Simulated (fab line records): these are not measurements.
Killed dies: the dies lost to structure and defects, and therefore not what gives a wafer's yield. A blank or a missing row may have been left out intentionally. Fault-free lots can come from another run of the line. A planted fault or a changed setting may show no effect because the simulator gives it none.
Chamber matching	flow gf180mcu	GF_V3_CVD_00 on hdpcvd-01: 3 sister chambers
The step deposits SiO2, target thk 600 nm, time 100 s. 6 wafers are shown with their chamber, then 9 later ones without.

## WAFERS, EACH WITH ITS CHAMBER
wafer	chamber	sih4_flow_sccm (sccm)	pressure_mtorr (mTorr)
L871.3	1	60.13	6.002
L874.2	0	60.15	6.005
L874.4	2	59.78	5.995
L876.2	0	60.28	5.994
L876.4	1	59.83	6.001
L876.5	2	59.89	6.003

## WAFERS WITHOUT THEIR CHAMBER
wafer	sih4_flow_sccm (sccm)	pressure_mtorr (mTorr)
L878.2	59.75	5.995
L878.3	60.31	6.008
L878.4	60.36	6.002
L879.1	60.00	5.996
L879.4	60.05	5.999
L879.5	60.04	5.978
L881.2	59.69	5.995
L881.3	60.09	5.989
L881.6	60.13	6.005

## EACH ONE'S CHAMBER
wafer	from the rows above	in truth
L878.2	can't be placed: 2 or 1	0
L878.3	can't be placed: 0 or 1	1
L878.4	can't be placed: 0 or 1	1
L879.1	can't be placed: 1 or 2 or 0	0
L879.4	can't be placed: 1 or 0 or 2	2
L879.5	can't be placed: 2 or 0 or 1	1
L881.2	can't be placed: 2 or 1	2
L881.3	can't be placed: 0 or 1 or 2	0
L881.6	can't be placed: 0 or 1 or 2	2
Placed correctly: 0 of 9. Unplaceable from these rows: 9, with the true chamber sitting among the candidates in 8. Number placed wrongly: 0.
How it was worked out, from the rows above alone: a wafer's distance from a chamber is the root of the sum, over the readings, of the square of ((its reading less the chamber's mean) divided by the reading's scatter). The wafer belongs to the nearest chamber; if the next one is less than 2 further off, it can't be placed. A chamber's mean is the mean of its shown wafers. The scatter: take each reading less its chamber's mean, square it, sum over the shown wafers, divide by the number of wafers less the number of chambers, and take the root.
